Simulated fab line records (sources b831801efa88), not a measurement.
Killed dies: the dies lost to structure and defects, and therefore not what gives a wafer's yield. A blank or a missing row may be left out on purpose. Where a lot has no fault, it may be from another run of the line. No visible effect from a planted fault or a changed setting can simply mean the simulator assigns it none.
Which tool was responsible? + flow sky130 + 14 lots, 42 wafers sampled, at 1 step of a route of 708

== WHAT EACH GAUGE READ, for each wafer ==
No reading from a measuring or inspecting step in the record can be judged against a usual standard deviation.

== TOOL THAT RAN EACH LOT (tool first, then ch and the chambers of the sampled wafers, then the start) ==
| lot  | SKY_VIA4_SPUTTER_17          |
|------|------------------------------|
| L888 | pvd sputter-04, day 41 23:43 |
| L889 | pvd sputter-02, day 42 10:11 |
| L890 | pvd sputter-04, day 42 20:46 |
| L891 | pvd sputter-04, day 43 00:56 |
| L892 | pvd sputter-01, day 43 08:59 |
| L900 | pvd sputter-02, day 45 20:41 |
| L901 | pvd sputter-02, day 46 01:49 |
| L902 | pvd sputter-02, day 46 06:58 |
| L903 | pvd sputter-01, day 46 14:34 |
| L904 | pvd sputter-04, day 46 20:31 |
| L905 | pvd sputter-01, day 47 01:32 |
| L906 | pvd sputter-01, day 47 10:07 |
| L909 | pvd sputter-04, day 48 02:50 |
| L910 | pvd sputter-04, day 48 03:59 |
- SKY_VIA4_SPUTTER_17: material TiN, target thk 20 nm, time 80 s.

== AS READ BY THE TOOLS THEMSELVES (means over the sampled wafers that have a number; for cases with no such wafer, the mark the record gives instead) ==
SKY_VIA4_SPUTTER_17.
| lot  | tool           | chamber pressure pa (Pa) | throttle valve pct (%) |
|------|----------------|--------------------------|------------------------|
| L888 | pvd sputter-04 | 5.007                    | 30.5                   |
| L889 | pvd sputter-02 | 5.000                    | 29.6                   |
| L890 | pvd sputter-04 | 5.000                    | 30.0                   |
| L891 | pvd sputter-04 | 4.995                    | 29.9                   |
| L892 | pvd sputter-01 | 5.004                    | 28.9                   |
| L900 | pvd sputter-02 | 5.001                    | 30.8                   |
| L901 | pvd sputter-02 | 4.563                    | 32.0                   |
| L902 | pvd sputter-02 | 4.554                    | 32.5                   |
| L903 | pvd sputter-01 | 4.999                    | 29.5                   |
| L904 | pvd sputter-04 | 4.999                    | 29.6                   |
| L905 | pvd sputter-01 | 5.011                    | 29.6                   |
| L906 | pvd sputter-01 | 4.999                    | 29.7                   |
| L909 | pvd sputter-04 | 4.994                    | 30.0                   |
| L910 | pvd sputter-04 | 5.011                    | 30.7                   |

== THE ANSWER, worked out from the rows above alone ==
Rule: the usual values come from the lots themselves. Put in order of their means at a reading, lots are off if they are a third of the lots or fewer, leave a main group of 4 or more, and stand apart from it by a gap of 3 or more times the standard deviation of the main group's means; of several such gaps the widest counts. A main group is skipped when, at the precision printed for the reading in the tables above, its means are all equal. Also off: a lot with no number at a reading for which 4 or more lots have one. Any other lot the step has rows for is counted as sound. The gauges are gone through in route order, then the tools' own readings, and for those a lot's mean is taken as printed above. At the first step where some lot is off, the reading lying furthest off is the one used; lots without a number count as furthest.
Off at SKY_VIA4_SPUTTER_17 (chamber pressure pa): L901, L902. The main group: mean 5.002 Pa, standard deviation 0.0053.
A tool fits if, at that step or a process step before it, it ran every lot that is off, and no sound lot after the first of them. One fits: pvd sputter-02 at SKY_VIA4_SPUTTER_17. A fault onset in the window from L900 (day 45 20:41, its last sound lot) to L901 (day 46 01:49, its first lot off) fits.
On the lots that are off, the tool's own readings at SKY_VIA4_SPUTTER_17 differ by more than 5 times the standard deviation of the sound lots' means, which bears it out; chamber pressure pa reads 4.559 Pa there versus 5.002 Pa on the sound lots.

== WHAT THE SIMULATOR HAD PUT IN ==
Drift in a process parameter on pvd sputter-02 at SKY_VIA4_SPUTTER_17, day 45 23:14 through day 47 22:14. From 5, the setting chamber pressure pa moved by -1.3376. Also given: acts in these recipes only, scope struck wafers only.
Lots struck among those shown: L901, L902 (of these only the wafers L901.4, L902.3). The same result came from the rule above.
